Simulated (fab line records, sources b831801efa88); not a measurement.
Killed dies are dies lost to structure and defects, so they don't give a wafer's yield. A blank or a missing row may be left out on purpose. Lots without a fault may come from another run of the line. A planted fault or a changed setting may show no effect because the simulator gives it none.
fab line records | flow gf180mcu
record lots=11 wafers=33 last_day=34
route steps=602 shown V2@385 M3@412
lots that met no fault: from a run of the same line without faults
start_h: hours from the record's first day to the start of the lot's first wafer shown | wait_h: hours since the lot's step before | " the same as in the row above | L1.1+2: a row that stands for several wafers | - no value, or no start given | * or withheld: withheld | < > ~ a bound
route shown NAME@n: a module of which the file shows steps, and the number in the route of the first | usual: mean/standard deviation of fault-free wafers | same: alike in all rows | chamber/n: place in a boat | sites: the reading at each site | _std_site: their standard deviation | _edge_site: outer sites' mean less inner sites' | radius_mm: how far each site lies from the wafer's centre | mask NAME#n: copy n | behind: the tool/chamber that last shaped the wafer | hold: why the lot was held/for how many hours/how that ended | device: the transistor (n, p or np) that didn't switch | end of line: the same wafers' tests at the end of the route | a step without rows: its recipe alone | killed: dies lost to structure and defects at the first sort, not the wafer's yield | map: a wafer's dies, x killed, . not, _ none there
set.NAME: the setting as run; set.NAME@STEP: as run at that earlier step | model.NAME: the simulator's own value behind a step, which no gauge read
steps of the route over a sample of lots; a table a step, a row a wafer
services: from which hour (start_h, from the record's first day; less than 0 if before it) a tool's chamber was out of use, for how many hours, and why
## steps
# step GF_V2_THK_MEAS_03
# recipe reads=SiO2_of_V2_CVD_02
# usual V2_CVD_02_THK=852/12
# columns lot.wafer tool chamber start_h wait_h V2_CVD_02_THK[nm]
L125.3 film_metro-02 - 447.03 0.1 867
L125.5 " - " " 865
L125.6 " - " " 877
L127.1 film_metro-01 - 459.05 0.0 855
L127.2 " - " " 870
L127.4 " - " " 870
L126.1 film_metro-02 - 464.38 0.0 840
L126.2 " - " " 845
L126.5 " - " " 850
L133.3 film_metro-04 - 501.77 0.1 868
L133.5 " - " " 852
L133.6 " - " " 857
L132.3 film_metro-04 - 503.76 0.1 853
L132.4 " - " " 853
L132.6 " - " " 849
L135.2 film_metro-04 - 533.17 0.0 844
L135.4 " - " " 862
L135.6 " - " " 860
L144.1 film_metro-02 - 600.10 0.0 837
L144.3 " - " " 837
L144.6 " - " " 855
L145.2 film_metro-01 - 607.71 0.0 848
L145.4 " - " " 859
L145.6 " - " " 857
L146.1 film_metro-04 - 610.20 0.0 845
L146.3 " - " " 849
L146.6 " - " " 863
L147.1 film_metro-02 - 618.87 0.0 847
L147.2 " - " " 839
L147.4 " - " " 853
L148.1 film_metro-01 - 623.38 0.0 832
L148.2 " - " " 844
L148.3 " - " " 857
# step GF_V2_STRIP_18
# recipe chemistry=O2/N2 power_w=1400 pressure_mtorr=1500 platen_temp_c=250 o2_flow_sccm=3000 n2_flow_sccm=300 overash_fraction=0.5
# usual drypump_motor_current_A=5.9/0.49 heater_power_w=321/36 oes_product_au=0.594/0.0052
# columns lot.wafer tool chamber start_h wait_h drypump_motor_current_A heater_power_w oes_product_au rf_hours_counter_h
L125.3 plasma_asher-03 0 472.25 - 5.5 294 0.592 -
L125.5 " 0 " " 5.5 302 0.590 -
L125.6 " 1 " " 6.6 290 0.596 -
L127.1 plasma_asher-04 1 483.96 - 6.1 373 0.595 83
L127.2 " 0 " " 5.4 310 0.590 83
L127.4 " 1 " " 6.1 372 0.597 -
L126.1 plasma_asher-03 1 489.56 - 6.6 292 0.589 38
L126.2 " 0 " " 5.5 297 0.595 38
L126.5 " 0 " " 5.5 299 0.590 -
L133.3 plasma_asher-03 0 526.23 - 5.5 293 0.585 -
L133.5 " 0 " " 5.5 294 0.593 -
L133.6 " 1 " " 6.6 304 0.590 -
L132.3 plasma_asher-03 0 527.54 - 5.5 302 0.598 -
L132.4 " 1 " " 6.6 302 0.596 -
L132.6 " 0 " " 5.5 293 0.593 -
L135.2 plasma_asher-04 0 555.72 - 5.4 315 0.589 90
L135.4 " 0 " " 5.4 320 0.601 -
L135.6 " 0 " " 5.4 315 0.587 -
L144.1 plasma_asher-03 1 621.16 - 6.6 296 0.598 52
L144.3 " 0 " " 5.5 301 0.590 -
L144.6 " 0 " " 5.5 294 0.588 -
L145.2 plasma_asher-03 1 628.81 - 6.6 304 0.586 53
L145.4 " 1 " " 6.6 301 0.584 -
L145.6 " 0 " " 5.5 293 0.595 -
L146.1 plasma_asher-03 0 630.36 - 5.5 287 0.599 53
L146.3 " 1 " " 6.6 303 0.599 -
L146.6 " 1 " " 6.6 297 0.597 -
L147.1 plasma_asher-03 1 639.29 - 6.6 302 0.598 54
L147.2 " 0 " " 5.5 292 0.591 54
L147.4 " 1 " " 6.6 295 0.596 -
L148.1 plasma_asher-03 1 644.11 - 6.7 287 0.576 55
L148.2 " 0 " " 5.5 289 0.592 55
L148.3 " 1 " " 6.6 299 0.587 -
# step GF_V2_CVD_23
# recipe material=W target_thk_nm=350 time_s=104.94 temp_c=400 pressure_torr=40
# usual heater_power_w=905/90
# columns lot.wafer tool chamber start_h wait_h heater_power_w
L125.3 cvd_w-02 1 473.22 0.1 813
L125.5 " 1 " " 808
L125.6 " 0 " " 1022
L127.1 cvd_w-01 1 484.62 0.0 944
L127.2 " 0 " " 821
L127.4 " 0 " " 818
L126.1 cvd_w-02 1 490.60 0.0 829
L126.2 " 1 " " 820
L126.5 " 1 " " 829
L133.3 cvd_w-01 1 526.87 0.1 939
L133.5 " 1 " " 948
L133.6 " 0 " " 830
L132.3 cvd_w-01 1 528.18 0.1 946
L132.4 " 0 " " 828
L132.6 " 1 " " 950
L135.2 cvd_w-02 1 556.44 0.0 810
L135.4 " 1 " " 839
L135.6 " 0 " " 1025
L144.1 cvd_w-01 0 621.81 0.0 828
L144.3 " 1 " " 925
L144.6 " 1 " " 970
L145.2 cvd_w-02 0 629.44 0.0 1055
L145.4 " 1 " " 837
L145.6 " 1 " " 811
L146.1 cvd_w-01 0 631.02 0.0 823
L146.3 " 0 " " 822
L146.6 " 0 " " 816
L147.1 cvd_w-02 1 639.93 0.0 838
L147.2 " 0 " " 1031
L147.4 " 1 " " 829
L148.1 cvd_w-01 0 644.74 0.0 819
L148.2 " 1 " " 943
L148.3 " 0 " " 834
# step GF_V2_RS_MEAS_24
# recipe thk_meas_gauge=four-point-probe reads=W_of_V2_CVD_23+TiN_of_V2_SPUTTER_22+Ti_of_V2_SPUTTER_21
# usual V2_W_RS=0.328/0.0045
# columns lot.wafer tool chamber start_h wait_h V2_W_RS[ohm/sq]
L125.3 film_metro-04 - 473.34 0.1 0.324
L125.5 " - " " 0.324
L125.6 " - " " 0.331
L127.1 film_metro-02 - 484.73 0.1 0.332
L127.2 " - " " 0.332
L127.4 " - " " 0.332
L126.1 film_metro-02 - 490.82 0.2 0.319
L126.2 " - " " 0.325
L126.5 " - " " 0.326
L133.3 film_metro-04 - 526.98 0.1 0.833
L133.5 " - " " 0.840
L133.6 " - " " 0.827
L132.3 film_metro-01 - 528.30 0.1 0.849
L132.4 " - " " 0.834
L132.6 " - " " 0.838
L135.2 film_metro-04 - 556.57 0.1 0.328
L135.4 " - " " 0.328
L135.6 " - " " 0.330
L144.1 film_metro-04 - 621.92 0.1 0.332
L144.3 " - " " 0.333
L144.6 " - " " 0.336
L145.2 film_metro-02 - 629.58 0.1 0.334
L145.4 " - " " 0.324
L145.6 " - " " 0.323
L146.1 film_metro-04 - 631.14 0.1 0.325
L146.3 " - " " 0.327
L146.6 " - " " 0.326
L147.1 film_metro-01 - 640.04 0.1 0.322
L147.2 " - " " 0.332
L147.4 " - " " 0.320
L148.1 film_metro-01 - 644.86 0.1 0.327
L148.2 " - " " 0.328
L148.3 " - " " 0.329
# step GF_V2_THK_MEAS_25
# recipe thk_meas_gauge=xrf reads=W_of_V2_CVD_23
# usual V2_W_THK=335/5.4
# columns lot.wafer tool chamber start_h wait_h V2_W_THK[nm]
L125.3 film_metro-04 - 473.44 0.1 336
L125.5 " - " " 338
L125.6 " - " " 329
L127.1 film_metro-02 - 484.85 0.1 332
L127.2 " - " " 335
L127.4 " - " " 336
L126.1 film_metro-02 - 490.94 0.1 351
L126.2 " - " " 342
L126.5 " - " " 341
L133.3 film_metro-04 - 527.08 0.1 136
L133.5 " - " " 135
L133.6 " - " " 137
L132.3 film_metro-01 - 528.40 0.1 133
L132.4 " - " " 135
L132.6 " - " " 134
L135.2 film_metro-04 - 556.68 0.1 336
L135.4 " - " " 337
L135.6 " - " " 331
L144.1 film_metro-04 - 622.04 0.1 332
L144.3 " - " " 330
L144.6 " - " " 328
L145.2 film_metro-02 - 629.69 0.1 329
L145.4 " - " " 344
L145.6 " - " " 341
L146.1 film_metro-04 - 631.26 0.1 337
L146.3 " - " " 336
L146.6 " - " " 336
L147.1 film_metro-01 - 640.16 0.1 338
L147.2 " - " " 330
L147.4 " - " " 342
L148.1 film_metro-01 - 644.98 0.1 338
L148.2 " - " " 335
L148.3 " - " " 334
# step GF_V2_CMP_26
# recipe stop_on=SiO2 down_force_psi=3.5 platen_rpm=60 t_overpolish_s=15 target_thk_nm=0 pad_velocity_m_s=0.94248
# usual motor_current_A=12.1/1.8 retaining_ring_pressure_frac=1.001/0.0057 time_to_endpoint_s=86/4.9
# columns lot.wafer tool chamber start_h wait_h motor_current_A retaining_ring_pressure_frac time_to_endpoint_s
L125.3 cmp-01 0 473.53 0.1 11.4 0.997 84
L125.6 " 3 " " 11.6 0.988 83
L125.5 " 0 " " 11.7 1.002 84
L127.4 cmp-02 3 484.91 0.0 14.1 0.995 89
L127.1 " 1 " " 8.6 0.999 89
L127.2 " 2 " " 15.0 1.004 96
L126.1 cmp-01 1 491.00 0.1 11.4 1.003 91
L126.2 " 2 " " 11.2 1.018 78
L126.5 " 1 " " 12.0 0.996 90
L133.3 cmp-01 0 527.17 0.1 11.3 0.994 34
L133.6 " 3 " " 12.2 1.003 35
L133.5 " 0 " " 11.6 0.988 32
L132.4 cmp-01 1 528.49 0.1 12.3 1.013 37
L132.3 " 3 " " 12.3 0.996 33
L132.6 " 1 " " 12.8 1.004 37
L135.2 cmp-02 2 556.73 0.0 14.3 1.001 93
L135.4 " 1 " " 9.0 0.999 84
L135.6 " 3 " " 13.5 1.003 86
L144.3 cmp-01 3 622.15 0.1 11.6 0.999 83
L144.1 " 1 " " 11.4 0.998 84
L144.6 " 3 " " 11.3 0.995 81
L145.2 cmp-01 1 629.74 0.0 11.6 1.004 87
L145.4 " 3 " " 12.3 0.994 81
L145.6 " 2 " " 11.3 1.007 83
L146.3 cmp-01 1 631.42 0.1 11.3 1.009 91
L146.1 " 2 " " 11.0 0.993 80
L146.6 " 0 " " 11.4 0.997 82
L147.2 cmp-02 0 640.22 0.0 13.2 0.987 93
L147.1 " 1 " " 8.9 1.003 91
L147.4 " 3 " " 13.4 1.002 90
L148.2 cmp-01 1 645.04 0.0 12.0 1.004 86
L148.3 " 2 " " 11.4 1.007 79
L148.1 " 3 " " 11.1 0.999 80
# step GF_M3_SPUTTER_03
# recipe material=Ti target_thk_nm=10 substrate_temp_c=300 chamber_pressure_pa=0.3 power_w=3000 time_s=6.7
# usual throttle_valve_pct=29.9/1.2
# columns lot.wafer tool chamber start_h wait_h throttle_valve_pct
L125.3 pvd_sputter-01 - 473.94 0.0 31.1
L125.5 " - " " 30.5
L125.6 " - " " 31.1
L127.1 pvd_sputter-01 - 485.37 0.0 31.2
L127.2 " - " " 30.7
L127.4 " - " " 28.6
L126.1 pvd_sputter-04 - 491.46 0.0 30.0
L126.2 " - " " 27.5
L126.5 " - " " 30.8
L133.3 pvd_sputter-03 - 527.58 0.0 32.0
L133.5 " - " " 31.1
L133.6 " - " " 30.0
L132.3 pvd_sputter-03 - 528.90 0.0 31.0
L132.4 " - " " 31.7
L132.6 " - " " 30.9
L135.2 pvd_sputter-04 - 557.19 0.0 28.8
L135.4 " - " " 30.6
L135.6 " - " " 28.7
L144.1 pvd_sputter-01 - 622.56 0.0 30.8
L144.3 " - " " 30.4
L144.6 " - " " 30.5
L145.2 pvd_sputter-04 - 630.20 0.0 27.6
L145.4 " - " " 30.6
L145.6 " - " " 30.2
L146.1 pvd_sputter-04 - 631.78 0.0 30.5
L146.3 " - " " 30.2
L146.6 " - " " 30.2
L147.1 pvd_sputter-03 - 640.68 0.0 30.3
L147.2 " - " " 31.8
L147.4 " - " " 31.0
L148.1 pvd_sputter-04 - 645.50 0.0 30.7
L148.2 " - " " 27.4
L148.3 " - " " 29.2
## services
# columns tool chamber start_h hours kind
cmp-02 - 449.18 0.3 repair
cvd_w-02 - 453.35 2.8 pm
pvd_sputter-01 - 454.14 5.5 repair
cvd_w-02 1 458.11 9.1 repair
cmp-01 - 462.61 0.8 repair
pvd_sputter-03 - 473.51 13.0 repair
cmp-01 - 477.09 0.8 repair
cvd_w-02 0 480.36 10.9 repair
cmp-02 - 520.15 0.4 repair
cvd_w-02 0 530.51 10.7 repair
cmp-02 - 533.81 1.7 repair
cvd_w-02 - 547.73 6.9 pm
pvd_sputter-03 - 548.89 1.6 repair
pvd_sputter-03 - 555.00 64.5 repair
cmp-01 - 556.35 4.2 pm
pvd_sputter-04 - 568.34 9.5 repair
cmp-01 - 572.38 4.0 pm
cmp-01 - 576.38 - consumable_replace:conditioner
cmp-02 - 583.05 4.3 pm
pvd_sputter-04 - 593.34 0.5 repair
cmp-01 - 600.08 0.7 repair
plasma_asher-04 - 625.74 4.3 pm
cmp-02 - 634.85 2.8 pm
cmp-02 - 641.54 0.6 repair
## key
first_sign step=GF_V2_RS_MEAS_24 reading=V2_W_RS direction=up sigmas=99+ usual=0.328 struck=0.837
effect step=GF_V2_THK_MEAS_25 reading=V2_W_THK direction=down sigmas=37 usual=335 struck=135
effect step=GF_V2_CMP_26 reading=time_to_endpoint_s direction=down sigmas=11 usual=* struck=*
met_at GF_V2_CVD_23
struck_lots L132,L133
not_acting_at GF_V2_THK_MEAS_03,GF_V2_STRIP_18,GF_M3_SPUTTER_03
onset_between 484.62 526.87
fault kind=process_parameter_drift tool=cvd_w-01 chamber=- onset_h=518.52 steps=GF_V2_CVD_23 channel=target_thk_nm offset=-207.73 shape=step end_h=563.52 acts_in=these_recipes_only stated=350
